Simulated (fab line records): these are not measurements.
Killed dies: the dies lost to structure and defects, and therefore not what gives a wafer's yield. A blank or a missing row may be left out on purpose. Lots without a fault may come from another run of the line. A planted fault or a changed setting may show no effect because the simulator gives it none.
The tool behind it: which one? + flow gf180mcu + 11 lots with 32 wafers sampled at 5 steps, on a route of 602 steps

WHAT THE GAUGES SHOWED, per wafer
GF_STI_BOW_MEAS_00.
| lot  | measured    | on           | INCOMING_BOW (um) |
|------|-------------|--------------|-------------------|
| L562 | day 1 10:04 | filmMetro-04 | 7 -4 8            |
| L563 | day 1 15:01 | filmMetro-01 | 4 -3 -4           |
| L564 | day 1 20:00 | filmMetro-01 | -8 -7 2           |
| L565 | day 2 01:00 | filmMetro-02 | 6 -2 -5           |
| L566 | day 2 06:00 | filmMetro-04 | 1 -19 11          |
| L573 | day 3 17:04 | filmMetro-02 | -8 -9             |
| L575 | day 4 03:02 | filmMetro-01 | -13 -1 -6         |
| L577 | day 4 13:02 | filmMetro-01 | -3 -6 -9          |
| L581 | day 5 09:01 | filmMetro-01 | 0 8 -8            |
| L583 | day 5 19:02 | filmMetro-02 | 7 -2 0            |
| L584 | day 6 00:00 | filmMetro-01 | 8 10 4            |

GF_STI_THK_MEAS_24.
| lot  | measured    | on           | STI_CVD_23_THK (nm) |
|------|-------------|--------------|---------------------|
| L562 | day 2 03:46 | filmMetro-01 | 663 655 666         |
| L563 | day 2 07:59 | filmMetro-02 | 647 648 646         |
| L564 | day 2 14:49 | filmMetro-04 | 650 653 658         |
| L565 | day 2 20:20 | filmMetro-04 | 646 647 644         |
| L566 | day 2 23:53 | filmMetro-01 | 648 652 652         |
| L573 | day 4 11:20 | filmMetro-02 | 648 464             |
| L575 | day 5 00:43 | filmMetro-02 | 645 646 648         |
| L577 | day 5 08:35 | filmMetro-01 | 653 653 651         |
| L581 | day 6 06:39 | filmMetro-02 | 653 648 649         |
| L583 | day 6 17:11 | filmMetro-04 | 650 649 659         |
| L584 | day 6 21:34 | filmMetro-04 | 647 645 651         |

GF_NWELL_OVL_MEAS_07.
| lot  | measured    | on         | NWELL_OVL (nm) |
|------|-------------|------------|----------------|
| L562 | day 3 07:52 | overlay-01 | -2.0 -0.9 -3.5 |
| L563 | day 3 11:38 | overlay-02 | -0.4 -2.8 -3.0 |
| L564 | day 3 18:54 | overlay-01 | -1.7 -2.1 0.3  |
| L565 | day 4 01:54 | overlay-01 | 0.3 -1.5 1.2   |
| L566 | day 4 04:35 | overlay-01 | 0.0 0.1 0.2    |
| L573 | day 5 16:31 | overlay-01 | 0.7            |
| L575 | day 6 07:19 | overlay-01 | -2.5 -2.0 0.7  |
| L577 | day 6 20:01 | overlay-01 | -1.6 -2.1 -2.0 |
| L581 | day 7 16:17 | overlay-01 | -2.2 -1.5 -2.2 |
| L583 | day 8 04:02 | overlay-02 | -2.0 -3.5 -2.9 |
| L584 | day 8 07:26 | overlay-01 | -2.1 0.5 -0.1  |

WHICH TOOL RAN EACH LOT (tool, then ch and the chambers of the sampled wafers, then the start)
| lot  | GF_STI_CVD_23                   | GF_STI_CMP_25                |
|------|---------------------------------|------------------------------|
| L562 | hdpcvd-02 ch 0,1,2, day 2 03:41 | cmp-02 ch 0,1,3, day 2 03:53 |
| L563 | hdpcvd-01 ch 0,1, day 2 07:55   | cmp-01 ch 0,2,3, day 2 08:05 |
| L564 | hdpcvd-01 ch 1,2, day 2 14:44   | cmp-02 ch 0,1,2, day 2 14:53 |
| L565 | hdpcvd-02 ch 0,1, day 2 20:15   | cmp-02 ch 0,1, day 2 20:26   |
| L566 | hdpcvd-01 ch 1,2, day 2 23:49   | cmp-01 ch 0,1,3, day 3 00:03 |
| L573 | hdpcvd-01 ch 0,2, day 4 11:16   | cmp-01 ch 0,1, day 4 11:28   |
| L575 | hdpcvd-02 ch 0,1, day 5 00:37   | cmp-01 ch 0,1, day 5 00:45   |
| L577 | hdpcvd-02 ch 0,1,2, day 5 08:29 | cmp-02 ch 0,1,2, day 5 08:37 |
| L581 | hdpcvd-02 ch 0,1, day 6 06:34   | cmp-02 ch 0,2,3, day 6 06:55 |
| L583 | hdpcvd-02 ch 1,2, day 6 17:05   | cmp-01 ch 1,2,3, day 6 17:14 |
| L584 | hdpcvd-02 ch 0,1, day 6 21:29   | cmp-02 ch 0,1,3, day 6 21:43 |
- GF_STI_CVD_23: deposits SiO2, target thk 650 nm, time 108.3 s.
- GF_STI_CMP_25: polishes, stops on Si3N4, t overpolish 33 s, target thk 524.6 nm.

WHAT THE TOOLS THEMSELVES READ (means of the sampled wafers that have a number; where no wafer has one, the mark that the record gives instead)
GF_STI_CMP_25.
| lot  | tool   | motorCurrentA (A) | slurryFlowMlMin | timeToEndpointS (s) |
|------|--------|-------------------|-----------------|---------------------|
| L562 | cmp-02 | 11.2              | 150.0           | 124                 |
| L563 | cmp-01 | 12.2              | 149.6           | 115                 |
| L564 | cmp-02 | 12.2              | 150.4           | 127                 |
| L565 | cmp-02 | 12.5              | 149.9           | 124                 |
| L566 | cmp-01 | 13.1              | 150.3           | 115                 |
| L573 | cmp-01 | 13.2              | 149.9           | 102                 |
| L575 | cmp-01 | 14.3              | 150.0           | 121                 |
| L577 | cmp-02 | 12.2              | 150.1           | 123                 |
| L581 | cmp-02 | 11.0              | 150.5           | 125                 |
| L583 | cmp-01 | 13.0              | 150.2           | 126                 |
| L584 | cmp-02 | 11.1              | 149.9           | 125                 |

THE ANSWER, worked out from the rows above alone
Rule: the lots themselves supply what counts as usual. The widest of any qualifying gaps counts: lots, ordered by their means at a reading, are off when they make up no more than a third of the lots, leave a main group of 4 or more, and stand apart from it by 3 or more times the standard deviation of that group's means. If all means in a main group match to the digits the tables above print for the reading, that group is not used. A lot without any number at a reading at which 4 lots or more have one is off too. All remaining lots with rows at the step are treated as sound. After the gauges, taken in route order, come the tools' own readings; for these a lot's mean is taken, as printed above. At the first step where some lot is off, the reading lying furthest off is the one used; lots without a number count as furthest.
Off: at GF_STI_THK_MEAS_24 (STI_CVD_23_THK), L573. Mean 651 nm and standard deviation 4.4 in the main group.
If a tool, at a process step before that reading, ran all the lots that are off and no sound lot after the first of them, it fits. Not tried: the gauges at GF_STI_THK_MEAS_24; whatever is off there is also off at GF_STI_CMP_25, on other tools, and gauge error can't account for it. One candidate fits, namely hdpcvd-01 at GF_STI_CVD_23. A fault onset in the window from L566 (day 2 23:49, its last sound lot) to L573 (day 4 11:16, its first lot off) fits.

WHAT THE SIMULATOR HAD INSERTED
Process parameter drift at GF_STI_CVD_23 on hdpcvd-01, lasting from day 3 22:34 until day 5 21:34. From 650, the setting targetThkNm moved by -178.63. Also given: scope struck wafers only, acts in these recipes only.
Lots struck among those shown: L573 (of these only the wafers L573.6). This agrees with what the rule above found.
